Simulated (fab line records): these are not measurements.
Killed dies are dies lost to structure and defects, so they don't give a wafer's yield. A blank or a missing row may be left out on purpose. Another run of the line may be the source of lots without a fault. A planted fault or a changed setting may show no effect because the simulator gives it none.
Which tool did it?	flow sky130	39 wafers from 13 lots sampled at 5 of the route's 708 steps

## WHAT EACH GAUGE READ, for each wafer
SKY_FIELD_ISO_BOW_MEAS_00.
lot	measured	on	INCOMING_BOW (um)
L581	day 1 10:01	film metro-01	-3 10 0
L582	day 1 15:00	film metro-01	0 -7 6
L583	day 1 20:00	film metro-02	-5 -5 -2
L584	day 2 01:00	film metro-02	-9 -5 1
L585	day 2 06:00	film metro-02	-4 8 4
L586	day 2 11:00	film metro-02	3 -4 -6
L591	day 3 12:01	film metro-02	9 0 2
L596	day 4 13:00	film metro-02	8 -6 3
L598	day 4 23:01	film metro-02	-2 -9 8
L600	day 5 09:02	film metro-04	8 -2 5
L602	day 5 19:01	film metro-04	-1 11 -1
L603	day 6 00:01	film metro-01	5 -3 2
L604	day 6 05:00	film metro-01	-1 -7 -1

SKY_DNWELL_TW_MEAS_09.
lot	measured	on	DNWELL_TW
L581	day 3 05:30	film metro-02	1113 1110 1119
L582	day 3 09:00	film metro-03	1128 1129 1124
L583	day 3 18:27	film metro-03	1128 1126 1120
L584	day 3 18:29	film metro-04	1130 1133 1127
L585	day 4 03:08	film metro-02	1103 1107 1109
L586	day 4 05:50	film metro-04	1126 1122 1122
L591	day 5 13:40	film metro-04	1124 1132 1126
L596	day 6 14:57	film metro-03	1127 1124 1131
L598	day 7 02:09	film metro-04	1128 1133 1128
L600	day 7 10:58	film metro-04	1120 1117 1120
L602	day 7 22:05	film metro-02	1115 1110 1105
L603	day 8 02:37	film metro-02	1120 1126 1122
L604	day 8 11:56	film metro-04	1131 1128 1125

SKY_SONOS_ONO_THK_MEAS_05.
lot	measured	on	SONOS_ONO_CVD_04_THK (nm)
L581	day 11 16:55	film metro-02	5.46 5.57 5.39
L582	day 11 23:40	film metro-04	5.50 5.58 5.48
L583	day 12 12:57	film metro-02	5.50 5.56 5.69
L584	day 12 14:18	film metro-01	5.78 5.72 5.76
L585	day 13 00:52	film metro-01	5.72 5.92 5.63
L586	day 13 04:04	film metro-04	5.62 5.70 5.70
L591	day 15 07:11	film metro-04	5.62 5.67 5.61
L596	day 16 18:50	film metro-01	5.59 5.57 5.54
L598	day 17 15:44	film metro-04	5.57 5.52 5.66
L600	day 18 01:11	film metro-01	5.50 5.40 5.52
L602	day 18 18:13	film metro-04	5.43 5.38 5.43
L603	day 18 22:26	film metro-02	5.62 5.75 5.65
L604	day 19 14:54	film metro-01	5.87 5.75 5.74

## WHICH TOOL RAN EACH LOT (tool, then ch and the chambers of the sampled wafers, then the start)
lot	SKY_VT_ADJUST_HVTP_SOFTBAKE_03	SKY_VT_ADJUST_HVTP_STRIP_10
L581	litho track-02 ch 0, day 5 18:16	plasma asher-03 ch 0,1, day 6 03:38
L582	litho track-01 ch 0, day 5 22:59	plasma asher-04 ch 0,1, day 6 08:41
L583	litho track-02 ch 0, day 6 09:26	plasma asher-04 ch 0,1, day 6 19:08
L584	litho track-04 ch 0, day 6 09:59	plasma asher-04 ch 0,1, day 6 20:06
L585	litho track-01 ch 0, day 6 19:20	plasma asher-04 ch 0,1, day 7 05:50
L586	litho track-02 ch 0, day 6 22:26	plasma asher-03 ch 0,1, day 7 08:57
L591	litho track-04 ch 0, day 8 12:43	plasma asher-04 ch 0,1, day 8 23:59
L596	litho track-04 ch 0, day 9 16:08	plasma asher-03 ch 0,1, day 10 03:23
L598	litho track-04 ch 0, day 10 05:28	plasma asher-02 ch 0,1, day 10 16:59
L600	litho track-01 ch 0, day 10 14:44	plasma asher-03 ch 0,1, day 11 02:11
L602	litho track-01 ch 0, day 11 02:19	plasma asher-04 ch 0,1, day 11 13:47
L603	litho track-02 ch 0, day 11 07:55	plasma asher-03 ch 0,1, day 11 19:45
L604	litho track-01 ch 0, day 11 22:56	plasma asher-02 ch 0,1, day 12 11:35
- SKY_VT_ADJUST_HVTP_SOFTBAKE_03: time 60 s.
- SKY_VT_ADJUST_HVTP_STRIP_10: strips in O2/N2.

## WHAT THE TOOLS THEMSELVES READ (means of the sampled wafers that have a number; where no wafer has one, the mark that the record gives instead)
SKY_VT_ADJUST_HVTP_SOFTBAKE_03.
lot	tool	run length s (s)
L581	litho track-02	89.45
L582	litho track-01	89.32
L583	litho track-02	89.41
L584	litho track-04	89.14
L585	litho track-01	89.44
L586	litho track-02	89.45
L591	litho track-04	89.06
L596	litho track-04	122.30
L598	litho track-04	122.48
L600	litho track-01	89.33
L602	litho track-01	89.29
L603	litho track-02	89.51
L604	litho track-01	89.39

SKY_VT_ADJUST_HVTP_STRIP_10.
lot	tool	drypump motor current A (A)	oes product au (a.u.)	strip time to endpoint s (s)
L581	plasma asher-03	5.6	0.717	14.19
L582	plasma asher-04	4.9	0.714	14.23
L583	plasma asher-04	4.9	0.714	14.14
L584	plasma asher-04	4.9	0.709	14.16
L585	plasma asher-04	5.2	0.713	14.21
L586	plasma asher-03	5.5	0.717	14.12
L591	plasma asher-04	4.9	0.716	14.16
L596	plasma asher-03	5.6	0.719	14.09
L598	plasma asher-02	6.4	0.715	14.07
L600	plasma asher-03	5.5	0.713	14.21
L602	plasma asher-04	4.9	0.710	14.23
L603	plasma asher-03	5.5	0.716	14.14
L604	plasma asher-02	6.3	0.718	14.14

## THE ANSWER, worked out from the rows above alone
Rule: the usual values come from the lots themselves. Put in order of their means at a reading, lots are off if they are a third of the lots or fewer, leave a main group of 4 or more, and stand apart from it by a gap of 3 or more times the standard deviation of the main group's means; of several such gaps the widest counts. If all means in a main group match to the digits the tables above print for the reading, that group is not used. Also off: a lot with no number at a reading for which 4 or more lots have one. All remaining lots with rows at the step are treated as sound. First the gauges in route order, then the tools' own readings, where a lot's mean is used as printed above. At the first step where some lot is off, the reading lying furthest off is the one used; lots without a number count as furthest.
Off, at SKY_VT_ADJUST_HVTP_SOFTBAKE_03 on run length s: L596, L598. The main group has a mean of 89.34 s with a standard deviation of 0.13.
If a tool, at that step or one of the process steps before it, ran each lot that is off and ran no sound lot following the first of them, it fits. One candidate fits, namely litho track-04 at SKY_VT_ADJUST_HVTP_SOFTBAKE_03. A fault onset in the window from L591 (day 8 12:43, its last sound lot) to L596 (day 9 16:08, its first lot off) fits.
The tool's own readings at SKY_VT_ADJUST_HVTP_SOFTBAKE_03 bear it out: on the lots that are off they differ by more than 5 times the standard deviation of the sound lots' means. run length s reads 122.39 s there against 89.34 s on the sound lots.

## WHAT THE SIMULATOR HAD INSERTED
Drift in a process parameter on litho track-04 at SKY_VT_ADJUST_HVTP_SOFTBAKE_03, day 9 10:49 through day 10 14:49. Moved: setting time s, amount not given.
Lots struck among those shown: L596, L598. Same finding as the rule above.
